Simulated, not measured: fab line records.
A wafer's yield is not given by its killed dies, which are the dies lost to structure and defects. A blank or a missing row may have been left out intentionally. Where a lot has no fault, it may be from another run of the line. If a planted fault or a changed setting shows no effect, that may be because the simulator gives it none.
Which tool is to blame? + flow gf180mcu + 14 lots, 42 wafers sampled, at 5 steps of a route of 602

== WHAT EACH GAUGE READ, for each wafer ==
GF_STI_THK_MEAS_22. Usual: for STI_OXIDATION_01_THK the level is 15.1 nm and the standard deviation is 0.31.
| lot  | measured    | on           | STI_OXIDATION_01_THK (nm) | flag |
|------|-------------|--------------|---------------------------|------|
| L764 | day 2 04:20 | filmMetro-02 | 16.0 15.5 15.6            |      |
| L766 | day 2 14:01 | filmMetro-03 | 15.1 14.8 15.2            |      |
| L767 | day 2 18:53 | filmMetro-03 | 15.3 15.3 15.0            |      |
| L768 | day 3 00:11 | filmMetro-02 | 14.9 14.7 14.9            |      |
| L769 | day 3 05:35 | filmMetro-04 | 15.0 15.0 15.1            |      |
| L771 | day 3 14:38 | filmMetro-03 | 14.7 15.0 14.9            |      |
| L772 | day 3 22:37 | filmMetro-04 | 15.6 15.6 15.5            |      |
| L776 | day 4 17:41 | filmMetro-02 | 14.9 15.0 14.8            |      |
| L777 | day 4 22:33 | filmMetro-04 | 15.2 15.2 15.1            |      |
| L780 | day 5 14:26 | filmMetro-03 | 15.3 15.3 15.1            |      |
| L782 | day 5 23:41 | filmMetro-02 | 15.3 15.4 15.4            |      |
| L784 | day 6 09:57 | filmMetro-03 | 15.6 15.5 15.6            |      |
| L785 | day 6 14:55 | filmMetro-02 | 14.9 15.0 15.0            |      |
| L786 | day 6 21:49 | filmMetro-03 | 14.4 14.4 14.4            |      |

GF_VT_IMPLANT_RS_MEAS_46: the measuring method here is four-point-probe. Usual: for MVSD_RS the level is 456.4 ohm/sq and the standard deviation is 1.2.
| lot  | measured     | on           | MVSD_RS (ohm/sq)  | flag |
|------|--------------|--------------|-------------------|------|
| L764 | day 7 14:41  | filmMetro-01 | 456.7 454.3 455.3 |      |
| L766 | day 8 03:11  | filmMetro-03 | 456.8 454.9 456.4 |      |
| L767 | day 8 10:14  | filmMetro-03 | 456.1 456.2 458.0 |      |
| L768 | day 8 14:00  | filmMetro-03 | 457.7 456.3 455.2 |      |
| L769 | day 8 23:37  | filmMetro-03 | 456.4 456.4 456.9 |      |
| L771 | day 9 11:22  | filmMetro-03 | 457.9 456.3 456.9 |      |
| L772 | day 9 23:07  | filmMetro-01 | 456.1 456.5 455.8 |      |
| L776 | day 10 23:51 | filmMetro-03 | 457.9 456.5 456.0 |      |
| L777 | day 11 04:03 | filmMetro-01 | 489.3 490.5 490.8 | OFF  |
| L780 | day 12 01:19 | filmMetro-04 | 456.3 457.2 456.1 |      |
| L782 | day 12 13:48 | filmMetro-04 | 488.4 487.6 488.0 | OFF  |
| L784 | day 13 04:31 | filmMetro-04 | 457.4 458.2 456.4 |      |
| L785 | day 13 11:01 | filmMetro-03 | 457.0 455.6 456.1 |      |
| L786 | day 13 17:22 | filmMetro-04 | 457.6 457.6 458.7 |      |

GF_V2_THK_MEAS_01. Usual: for V2_CVD_00_THK the level is 602 nm and the standard deviation is 6.6.
| lot  | measured     | on           | V2_CVD_00_THK (nm) | flag |
|------|--------------|--------------|--------------------|------|
| L764 | day 19 02:11 | filmMetro-03 | 601 589 602        |      |
| L766 | day 19 23:20 | filmMetro-03 | 602 612 604        |      |
| L767 | day 20 10:06 | filmMetro-04 | 594 600 591        |      |
| L768 | day 20 13:40 | filmMetro-04 | 607 608 602        |      |
| L769 | day 21 03:55 | filmMetro-04 | 598 611 599        |      |
| L771 | day 21 23:40 | filmMetro-01 | 600 606 610        |      |
| L772 | day 22 09:36 | filmMetro-01 | 607 608 603        |      |
| L776 | day 23 17:19 | filmMetro-01 | 587 587 596        |      |
| L777 | day 24 01:35 | filmMetro-01 | 585 600 595        |      |
| L780 | day 25 08:39 | filmMetro-01 | 599 598 596        |      |
| L782 | day 25 18:47 | filmMetro-04 | 608 608 604        |      |
| L784 | day 26 08:20 | filmMetro-04 | 593 598 601        |      |
| L785 | day 26 17:31 | filmMetro-03 | 603 602 601        |      |
| L786 | day 26 21:15 | filmMetro-01 | 599 592 600        |      |

== EACH LOT AND THE TOOL THAT RAN IT (in order: tool; ch and the chambers of the sampled wafers; start) ==
| lot  | GF_MVSD_IMPLANT_09             | GF_M2_SPUTTER_04            |
|------|--------------------------------|-----------------------------|
| L764 | implanter-04 ch 0, day 4 11:53 | pvdSputter-02, day 18 01:40 |
| L766 | implanter-03 ch 0, day 4 21:39 | pvdSputter-04, day 18 21:50 |
| L767 | implanter-02 ch 0, day 5 04:47 | pvdSputter-02, day 19 08:19 |
| L768 | implanter-04 ch 0, day 5 09:19 | pvdSputter-02, day 19 12:26 |
| L769 | implanter-02 ch 0, day 5 16:20 | pvdSputter-02, day 20 03:22 |
| L771 | implanter-02 ch 0, day 6 01:44 | pvdSputter-04, day 20 22:57 |
| L772 | implanter-03 ch 0, day 6 11:39 | pvdSputter-01, day 21 09:45 |
| L776 | implanter-04 ch 0, day 7 10:11 | pvdSputter-01, day 22 17:45 |
| L777 | implanter-02 ch 0, day 7 14:02 | pvdSputter-01, day 23 01:52 |
| L780 | implanter-04 ch 0, day 8 07:38 | pvdSputter-02, day 24 10:03 |
| L782 | implanter-02 ch 0, day 8 17:50 | pvdSputter-01, day 24 20:44 |
| L784 | implanter-04 ch 0, day 9 06:29 | pvdSputter-01, day 25 10:50 |
| L785 | implanter-03 ch 0, day 9 11:35 | pvdSputter-01, day 25 20:05 |
| L786 | implanter-03 ch 0, day 9 18:22 | pvdSputter-04, day 25 23:44 |
- GF_MVSD_IMPLANT_09
- GF_M2_SPUTTER_04: material TiN, target thk 50 nm, time 41.7 s.

== WHAT THE TOOLS THEMSELVES READ (means of the sampled wafers that have a number; where no wafer has one, the mark that the record gives instead) ==
GF_MVSD_IMPLANT_09. Usual: doseIonsCm2 5.001e+12, standard deviation 5.2e+09; faradayCurrentUA 28.2, standard deviation 0.57.
| lot  | tool         | doseIonsCm2 | faradayCurrentUA | flag |
|------|--------------|-------------|------------------|------|
| L764 | implanter-04 | 4.996e+12   | 27.7             |      |
| L766 | implanter-03 | 4.997e+12   | 27.6             |      |
| L767 | implanter-02 | 4.999e+12   | 28.0             |      |
| L768 | implanter-04 | 4.996e+12   | 27.9             |      |
| L769 | implanter-02 | 4.992e+12   | 28.2             |      |
| L771 | implanter-02 | 5.006e+12   | 28.4             |      |
| L772 | implanter-03 | 5.005e+12   | 28.0             |      |
| L776 | implanter-04 | 5.001e+12   | 28.5             |      |
| L777 | implanter-02 | 3.080e+12   | 17.8             | OFF  |
| L780 | implanter-04 | 5.003e+12   | 28.4             |      |
| L782 | implanter-02 | 3.081e+12   | 17.2             | OFF  |
| L784 | implanter-04 | 5.004e+12   | 27.9             |      |
| L785 | implanter-03 | 5.005e+12   | 28.9             |      |
| L786 | implanter-03 | 5.002e+12   | 28.6             |      |

GF_M2_SPUTTER_04. Usual: throttleValvePct at 29.5 %, with a standard deviation of 1.1.
| lot  | tool          | throttleValvePct (%) | flag |
|------|---------------|----------------------|------|
| L764 | pvdSputter-02 | 29.6                 |      |
| L766 | pvdSputter-04 | 29.4                 |      |
| L767 | pvdSputter-02 | 29.3                 |      |
| L768 | pvdSputter-02 | 29.3                 |      |
| L769 | pvdSputter-02 | 29.8                 |      |
| L771 | pvdSputter-04 | 29.9                 |      |
| L772 | pvdSputter-01 | 29.1                 |      |
| L776 | pvdSputter-01 | 30.2                 |      |
| L777 | pvdSputter-01 | 29.3                 |      |
| L780 | pvdSputter-02 | 29.8                 |      |
| L782 | pvdSputter-01 | 29.8                 |      |
| L784 | pvdSputter-01 | 28.6                 |      |
| L785 | pvdSputter-01 | 28.6                 |      |
| L786 | pvdSputter-04 | 29.8                 |      |

== THE ANSWER, worked out from the rows above alone ==
Rule: a lot is off if the mean of its wafers that have a number lies more than 3 standard deviations from the usual mean. Also off: a lot with no number at a reading for which 4 or more lots have one. Any other lot the step has rows for is counted as sound. First the gauges in route order, then the tools' own readings, where a lot's mean is used as printed above. At the first step where some lot is off, the reading lying furthest off is the one used; lots without a number count as furthest.
Off: L777, L782, at GF_VT_IMPLANT_RS_MEAS_46 (MVSD_RS).
If a tool, at a process step before that reading, ran all the lots that are off and no sound lot after the first of them, it fits. Not tried: the gauges at GF_VT_IMPLANT_RS_MEAS_46; whatever is off there is also off at GF_MVSD_IMPLANT_09, on other tools, and gauge error can't account for it. One candidate fits, namely implanter-02 at GF_MVSD_IMPLANT_09. Its last sound lot is L771 (day 6 01:44), its first lot that is off L777 (day 7 14:02): a fault that began between those two fits.
The tool's own readings at GF_MVSD_IMPLANT_09 bear it out: on the lots that are off they differ by more than 5 times the standard deviation of the sound lots' means. doseIonsCm2 reads 3.080e+12 there against 5.000e+12 on the sound lots; faradayCurrentUA reads 17.5 there against 28.2 on the sound lots.

== WHAT THE SIMULATOR HAD PUT IN ==
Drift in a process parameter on implanter-02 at GF_MVSD_IMPLANT_09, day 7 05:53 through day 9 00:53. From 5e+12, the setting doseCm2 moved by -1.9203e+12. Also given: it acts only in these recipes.
Struck lots among those shown: L777, L782. Same finding as the rule above.
